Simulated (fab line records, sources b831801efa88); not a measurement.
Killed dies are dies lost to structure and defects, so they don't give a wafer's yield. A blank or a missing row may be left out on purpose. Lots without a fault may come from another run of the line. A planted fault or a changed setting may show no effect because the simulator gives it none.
fab line records | flow sfq_line
record lots=15 wafers=45 last_day=91
route steps=325 shown M4@158 JJ@182 M5@207 R5@215
lots that met no fault: from a run of the same line without faults
start_h: hours from the record's first day to the start of the lot's first wafer shown | wait_h: hours since the lot's step before | " the same as in the row above | L1.1+2: a row that stands for several wafers | - no value, or no start given | * or withheld: withheld | < > ~ a bound
route shown NAME@n: a module of which the file shows steps, and the number in the route of the first | usual: mean/standard deviation of fault-free wafers | same: alike in all rows | chamber/n: place in a boat | sites: the reading at each site | _std_site: their standard deviation | _edge_site: outer sites' mean less inner sites' | radius_mm: how far each site lies from the wafer's centre | mask NAME#n: copy n | behind: the tool/chamber that last shaped the wafer | hold: why the lot was held/for how many hours/how that ended | device: the transistor (n, p or np) that didn't switch | end of line: the same wafers' tests at the end of the route | a step without rows: its recipe alone | killed: dies lost to structure and defects at the first sort, not the wafer's yield | map: a wafer's dies, x killed, . not, _ none there
set.NAME: the setting as run; set.NAME@STEP: as run at that earlier step | model.NAME: the simulator's own value behind a step, which no gauge read
steps of the route over a sample of lots; a table a step, a row a wafer
services: from which hour (start_h, from the record's first day; less than 0 if before it) a tool's chamber was out of use, for how many hours, and why
## steps
# step SFQ_M4_OVL_MEAS_926
# usual M4_OVL=1/4.8
# columns lot.wafer tool chamber start_h wait_h M4_OVL[nm]
L889.3 overlay-02 - 1077.88 0.1 -1
L889.5 " - " " 2
L889.6 " - " " -5
L890.1 overlay-02 - 1082.38 0.1 -4
L890.4 " - " " 0
L890.6 " - " " 2
L891.4 overlay-02 - 1083.60 0.1 0
L891.5 " - " " 5
L891.6 " - " " 4
L892.1 overlay-01 - 1086.10 0.1 3
L892.4 " - " " -5
L892.6 " - " " 2
L895.3 overlay-01 - 1106.60 0.1 -8
L895.4 " - " " 2
L895.6 " - " " -6
L896.1 overlay-01 - 1108.99 0.1 -8
L896.2 " - " " 4
L896.6 " - " " -2
L897.2 overlay-01 - 1142.75 0.1 1
L897.3 " - " " -1
L897.5 " - " " 3
L898.1 overlay-02 - 1151.15 0.1 -5
L898.2 " - " " 6
L898.4 " - " " 1
L899.2 overlay-02 - 1155.50 0.1 2
L899.4 " - " " 4
L899.6 " - " " 2
L900.3 overlay-02 - 1166.47 0.1 -1
L900.5 " - " " 1
L900.6 " - " " -13
L901.1 overlay-02 - 1173.50 0.1 6
L901.3 " - " " 5
L901.4 " - " " 3
L908.2 overlay-01 - 1219.34 0.1 7
L908.4 " - " " 5
L908.6 " - " " 5
L909.2 overlay-01 - 1220.54 0.1 3
L909.3 " - " " 8
L909.4 " - " " 1
L910.1 overlay-02 - 1244.40 0.1 4
L910.5 " - " " 3
L910.6 " - " " -3
L911.2 overlay-01 - 1245.75 0.1 6
L911.3 " - " " 9
L911.5 " - " " 12
# step SFQ_TRILAYER_JJ_TRILAYER_DEP_SPUTTER_112
# recipe material=Nb base_pressure_pa=1.33e-06 chamber_pressure_pa=0.1333 substrate_temp_c=20 target_thk_nm=170 power_w=2000 time_s=113.3
# usual throttle_valve_pct=30.1/1
# columns lot.wafer tool chamber start_h wait_h throttle_valve_pct
L889.3 pvd_sputter-04 - 1221.63 0.5 30.9
L889.5 " - " " 30.6
L889.6 " - " " 29.3
L890.1 pvd_sputter-06 - 1225.05 0.5 29.6
L890.4 " - " " 29.9
L890.6 " - " " 29.5
L891.4 pvd_sputter-04 - 1226.25 0.5 31.1
L891.5 " - " " 29.7
L891.6 " - " " 28.2
L892.1 pvd_sputter-05 - 1228.65 0.5 30.8
L892.4 " - " " 29.7
L892.6 " - " " 29.6
L895.3 pvd_sputter-06 - 1245.38 0.5 29.5
L895.4 " - " " 30.5
L895.6 " - " " 30.7
L896.1 pvd_sputter-04 - 1248.98 0.5 29.4
L896.2 " - " " 31.3
L896.6 " - " " 30.5
L897.2 pvd_sputter-06 - 1279.07 0.5 29.7
L897.3 " - " " 29.8
L897.5 " - " " 30.7
L898.1 pvd_sputter-04 - 1282.59 0.5 30.7
L898.2 " - " " 28.0
L898.4 " - " " 31.2
L899.2 pvd_sputter-06 - 1289.14 0.5 30.9
L899.4 " - " " 29.6
L899.6 " - " " 30.9
L900.3 pvd_sputter-04 - 1303.72 0.5 31.2
L900.5 " - " " 31.2
L900.6 " - " " 30.9
L901.1 pvd_sputter-06 - 1316.72 0.5 30.8
L901.3 " - " " 29.6
L901.4 " - " " 30.9
L908.2 pvd_sputter-06 - 1361.81 0.5 29.5
L908.4 " - " " 30.8
L908.6 " - " " 29.4
L909.2 pvd_sputter-06 - 1364.21 0.5 30.9
L909.3 " - " " 30.1
L909.4 " - " " 30.9
L910.1 pvd_sputter-04 - 1383.41 0.5 29.3
L910.5 " - " " 29.3
L910.6 " - " " 27.9
L911.2 pvd_sputter-06 - 1387.61 0.5 31.0
L911.3 " - " " 30.0
L911.5 " - " " 29.9
# step SFQ_JJ_RS_MEAS_929
# recipe thk_meas_gauge=four-point-probe reads=Nb_of_TRILAYER_JJ_TRILAYER_DEP_SPUTTER_112
# usual JJ_NB_RS=1.046/0.013
# columns lot.wafer tool chamber start_h wait_h JJ_NB_RS[ohm/sq]
L889.3 film_metro-03 - 1221.75 0.1 1.024
L889.5 " - " " 1.037
L889.6 " - " " 1.029
L890.1 film_metro-03 - 1225.13 0.0 1.054
L890.4 " - " " 1.058
L890.6 " - " " 1.048
L891.4 film_metro-02 - 1226.39 0.1 1.018
L891.5 " - " " 1.013
L891.6 " - " " 1.004
L892.1 film_metro-02 - 1228.73 0.0 1.049
L892.4 " - " " 1.039
L892.6 " - " " 1.042
L895.3 film_metro-03 - 1245.49 0.1 1.051
L895.4 " - " " 1.051
L895.6 " - " " 1.054
L896.1 film_metro-03 - 1249.05 0.0 1.043
L896.2 " - " " 1.048
L896.6 " - " " 1.051
L897.2 film_metro-03 - 1279.17 0.1 1.041
L897.3 " - " " 1.036
L897.5 " - " " 1.040
L898.1 film_metro-01 - 1282.67 0.0 1.056
L898.2 " - " " 1.032
L898.4 " - " " 1.057
L899.2 film_metro-03 - 1289.23 0.1 1.069
L899.4 " - " " 1.052
L899.6 " - " " 1.053
L900.3 film_metro-01 - 1303.84 0.1 1.043
L900.5 " - " " 1.040
L900.6 " - " " 1.046
L901.1 film_metro-01 - 1316.80 0.0 1.063
L901.3 " - " " 1.049
L901.4 " - " " 1.058
L908.2 film_metro-03 - 1361.91 0.1 0.768
L908.4 " - " " 0.772
L908.6 " - " " 0.770
L909.2 film_metro-03 - 1364.31 0.1 0.760
L909.3 " - " " 0.756
L909.4 " - " " 0.757
L910.1 film_metro-02 - 1383.49 0.0 1.055
L910.5 " - " " 1.049
L910.6 " - " " 1.029
L911.2 film_metro-03 - 1387.71 0.1 0.768
L911.3 " - " " 0.766
L911.5 " - " " 0.764
# step SFQ_TRILAYER_M5_STRIP_STRIP_127
# recipe gas=O2 power_w=200 platen_temp_c=40 overash_fraction=0.65 chemistry=O2 pressure_mtorr=50
# usual drypump_motor_current_A=5.6/0.56 he_backside_leak_sccm=3.5/0.32 oes_product_au=0.999/0.0091
# columns lot.wafer tool chamber start_h wait_h drypump_motor_current_A he_backside_leak_sccm oes_product_au rf_hours_counter_h
L889.3 rie_metal-02 1 1363.82 0.3 5.1 3.6 0.996 -
L889.5 " 1 " " 5.1 3.4 1.001 -
L889.6 " 0 " " 6.3 3.3 0.998 -
L890.1 rie_metal-02 1 1366.02 0.1 5.1 3.6 1.011 27
L890.4 " 1 " " 5.1 3.7 1.021 -
L890.6 " 1 " " 5.1 3.6 1.012 -
L891.4 rie_metal-03 1 1367.42 0.3 5.3 3.4 0.995 -
L891.5 " 1 " " 5.3 3.5 0.999 -
L891.6 " 0 " " 5.5 3.2 1.002 -
L892.1 rie_metal-03 1 1369.62 0.1 5.3 3.7 0.981 139
L892.4 " 1 " " 5.2 3.5 0.996 -
L892.6 " 0 " " 5.5 3.0 1.012 -
L895.3 rie_metal-02 1 1383.02 0.3 5.1 3.7 1.008 -
L895.4 " 0 " " 6.3 3.5 0.999 -
L895.6 " 1 " " 5.1 3.5 1.007 -
L896.1 rie_metal-02 1 1386.42 0.1 5.0 3.6 1.005 32
L896.2 " 0 " " 6.3 3.5 1.001 92
L896.6 " 1 " " 5.1 3.7 1.003 -
L897.2 rie_metal-02 0 1411.64 0.1 6.3 3.4 1.002 96
L897.3 " 0 " " 6.3 3.3 0.995 -
L897.5 " 0 " " 6.3 3.3 1.008 -
L898.1 rie_metal-01 1 1436.36 0.1 6.5 3.8 0.997 64
L898.2 " 0 " " 5.5 3.5 0.981 1
L898.4 " 1 " " 6.6 3.7 0.993 -
L899.2 rie_metal-02 0 1438.76 0.1 6.3 3.3 1.006 101
L899.4 " 0 " " 6.3 3.2 1.003 -
L899.6 " 1 " " 5.1 3.7 1.006 -
L900.3 rie_metal-03 1 1440.16 0.3 5.2 3.3 0.986 -
L900.5 " 0 " " 5.5 3.4 0.988 -
L900.6 " 1 " " 5.2 3.3 0.988 -
L901.1 rie_metal-02 1 1443.56 0.1 5.1 3.7 1.004 41
L901.3 " 1 " " 5.1 3.8 1.003 -
L901.4 " 0 " " 6.3 3.4 1.004 -
L908.2 rie_metal-03 0 1495.66 0.1 5.5 3.3 0.998 44
L908.4 " 1 " " 5.2 3.4 0.976 -
L908.6 " 1 " " 5.2 3.4 0.992 -
L909.2 rie_metal-03 0 1504.06 0.1 5.5 3.4 0.995 45
L909.3 " 1 " " 5.3 3.6 0.987 -
L909.4 " 0 " " 5.5 3.3 0.998 -
L910.1 rie_metal-01 0 1508.39 0.1 5.5 3.5 0.990 9
L910.5 " 1 " " 6.6 3.9 0.988 -
L910.6 " 0 " " 5.5 3.6 0.989 -
L911.2 rie_metal-03 1 1515.11 0.5 5.2 3.3 0.992 -
L911.3 " 1 " " 5.2 3.3 0.992 -
L911.5 " 1 " " 5.2 3.2 0.999 -
# step SFQ_R5_RS_MEAS_933
# recipe thk_meas_gauge=four-point-probe reads=Ti_of_TRILAYER_R5_DEP_SPUTTER_134+MoNx_of_TRILAYER_R5_DEP_SPUTTER_133+Ti_of_TRILAYER_R5_DEP_SPUTTER_132
# usual R5_MONX_RS=7.04/0.084
# columns lot.wafer tool chamber start_h wait_h R5_MONX_RS[ohm/sq]
L889.3 film_metro-01 - 1371.36 0.0 7.11
L889.5 " - " " 7.08
L889.6 " - " " 7.15
L890.1 film_metro-03 - 1372.31 0.0 6.91
L890.4 " - " " 6.95
L890.6 " - " " 6.95
L891.4 film_metro-01 - 1374.38 0.1 7.08
L891.5 " - " " 6.92
L891.6 " - " " 7.06
L892.1 film_metro-04 - 1377.55 0.0 6.99
L892.4 " - " " 7.02
L892.6 " - " " 7.02
L895.3 film_metro-01 - 1395.59 0.0 6.98
L895.4 " - " " 6.99
L895.6 " - " " 6.96
L896.1 film_metro-04 - 1396.31 0.0 6.96
L896.2 " - " " 7.08
L896.6 " - " " 7.01
L897.2 film_metro-01 - 1416.81 0.0 7.11
L897.3 " - " " 6.98
L897.5 " - " " 7.01
L898.1 film_metro-04 - 1441.52 0.0 6.90
L898.2 " - " " 6.94
L898.4 " - " " 6.95
L899.2 film_metro-03 - 1443.94 0.0 7.16
L899.4 " - " " 7.10
L899.6 " - " " 7.15
L900.3 film_metro-03 - 1446.96 0.0 7.06
L900.5 " - " " 7.19
L900.6 " - " " 7.15
L901.1 film_metro-03 - 1448.72 0.0 6.99
L901.3 " - " " 7.00
L901.4 " - " " 7.03
L908.2 film_metro-03 - 1500.84 0.0 7.00
L908.4 " - " " 7.04
L908.6 " - " " 7.09
L909.2 film_metro-01 - 1509.24 0.0 6.98
L909.3 " - " " 7.05
L909.4 " - " " 7.11
L910.1 film_metro-01 - 1513.55 0.0 7.00
L910.5 " - " " 6.95
L910.6 " - " " 6.90
L911.2 film_metro-04 - 1520.69 0.0 6.98
L911.3 " - " " 7.05
L911.5 " - " " 6.96
## services
# columns tool chamber start_h hours kind
pvd_sputter-05 - 1200.04 1.4 repair
pvd_sputter-05 - 1262.74 1.1 repair
pvd_sputter-04 - 1266.81 9.1 repair
rie_metal-03 - 1268.83 1.4 pm
pvd_sputter-06 0 1271.97 - consumable_replace:kit
pvd_sputter-06 0 1271.97 18.0 scheduled_down
pvd_sputter-06 0 1271.97 18.0 vent_cycle
rie_metal-03 0 1272.26 9.1 repair
rie_metal-02 - 1274.28 0.3 repair
pvd_sputter-06 - 1280.92 3.7 repair
pvd_sputter-05 - 1292.10 10.0 repair
pvd_sputter-06 - 1296.51 4.2 repair
rie_metal-03 - 1297.81 2.5 repair
pvd_sputter-05 - 1300.64 1.0 repair
pvd_sputter-05 - 1302.30 0.8 repair
rie_metal-02 0 1347.11 6.4 repair
rie_metal-01 - 1388.04 2.8 pm
rie_metal-02 - 1388.53 0.8 repair
rie_metal-03 - 1400.59 15.6 pm
pvd_sputter-05 - 1401.12 3.6 repair
pvd_sputter-04 - 1429.03 1.0 repair
pvd_sputter-05 - 1466.95 3.4 repair
rie_metal-01 - 1511.03 1.4 pm
rie_metal-03 0 1514.09 16.6 repair
## key
first_sign step=SFQ_JJ_RS_MEAS_929 reading=JJ_NB_RS direction=down sigmas=22 usual=1.046 struck=0.764
effect none on later readings
met_at SFQ_TRILAYER_JJ_TRILAYER_DEP_SPUTTER_112
struck_lots L908,L909,L911
not_acting_at SFQ_M4_OVL_MEAS_926,SFQ_TRILAYER_M5_STRIP_STRIP_127,SFQ_R5_RS_MEAS_933
onset_between 1316.72 1361.81
fault kind=process_parameter_drift tool=pvd_sputter-06 chamber=- onset_h=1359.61 steps=SFQ_TRILAYER_JJ_TRILAYER_DEP_SPUTTER_112 channel=target_thk_nm offset=61.965 shape=step end_h=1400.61 acts_in=these_recipes_only stated=170
